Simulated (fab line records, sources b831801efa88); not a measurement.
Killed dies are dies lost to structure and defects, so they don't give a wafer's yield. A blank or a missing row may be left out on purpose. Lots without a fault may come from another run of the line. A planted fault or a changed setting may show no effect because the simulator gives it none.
One fault seen from 2 desks | flow sky130 | each desk has only its own numbers; what lay behind them comes last

THE TOOL OWNER'S DESK: implanter-01
The tool's own readings at SKY_GATE_OXIDE_IMPLANT_11: means of the sampled wafers that have a number, for each lot that ran on this tool. A lot is out of limits, marked OUT, if its mean lies more than 4 standard deviations from the usual mean; the brackets give that distance.
Columns: A = beam_energy_keV at SKY_GATE_OXIDE_IMPLANT_11, usual 10.000; B = beam_on_s at SKY_GATE_OXIDE_IMPLANT_11, usual 9.99 s
lot  | first seen here | A      | B
L509 | day 14 18:37    | 10.001 | 9.98
L512 | day 15 20:58    | 9.995  | 10.18
L514 | day 17 04:30    | 10.004 | 10.19
L517 | day 17 23:13    | 10.001 | 9.86
L523 | day 19 19:58    | 9.999  | 9.95
L527 | day 21 03:14    | 10.001 | 10.04
L528 | day 21 08:59    | 9.998  | 10.07
L529 | day 21 22:06    | 10.001 | 10.12
This desk's finding: nothing out of limits on any of the 8 lots.

THE METROLOGY DESK
What the gauges read, lot by lot, whatever tool the lot ran on: means of the sampled wafers that have a number. A lot is out of limits, marked OUT, if its mean lies more than 4 standard deviations from the usual mean; the brackets give that distance.
Columns: A = VT_ADJUST_NCORE_TW at SKY_VT_ADJUST_NCORE_TW_MEAS_11, usual 219.7; B = GATE_OXIDE_TW at SKY_GATE_OXIDE_TW_MEAS_14, usual 224.5
lot  | first seen here | A     | B
L509 | day 9 06:28     | 217.6 | 221.1
L511 | day 10 05:29    | 217.8 | 227.2
L512 | day 10 11:13    | 222.8 | 224.4
L513 | day 10 22:32    | 218.2 | 221.7
L514 | day 11 03:00    | 223.4 | 227.7
L517 | day 11 23:47    | 223.6 | 227.9
L518 | day 12 06:23    | 217.9 | 228.0
L519 | day 12 07:38    | 222.2 | 221.0
L520 | day 12 14:53    | 219.3 | 29.7 (-72) OUT
L521 | day 12 19:22    | 222.3 | 30.6 (-72) OUT
L522 | day 13 03:57    | 218.4 | 30.0 (-72) OUT
L523 | day 13 11:26    | 218.6 | 228.3
L527 | day 14 16:48    | 218.6 | 223.6
L528 | day 14 19:15    | 218.9 | 225.7
L529 | day 15 08:21    | 217.8 | 223.1
This desk's finding: out of limits on L520, L521, L522; first on L520, day 18 15:58 (GATE_OXIDE_TW at SKY_GATE_OXIDE_TW_MEAS_14). In limits: L509, L511, L512, L513, L514, L517, L518, L519, L523, L527, L528, L529.

PUT TOGETHER
The metrology desk could have raised an alarm at day 18 15:58, on L520, L521, L522.
The tool owner's desk saw nothing out of limits.
The tool owner's desk has no number on record for L520, L521, L522.
Of the lots named, all ran SKY_GATE_OXIDE_IMPLANT_11 on implanter-01.

WHAT THE SIMULATOR HAD PUT IN
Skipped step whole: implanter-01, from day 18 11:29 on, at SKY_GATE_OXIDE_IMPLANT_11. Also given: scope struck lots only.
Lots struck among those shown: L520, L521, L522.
Hours from the fault's start to each desk's first reading out of limits: the metrology desk, 4.
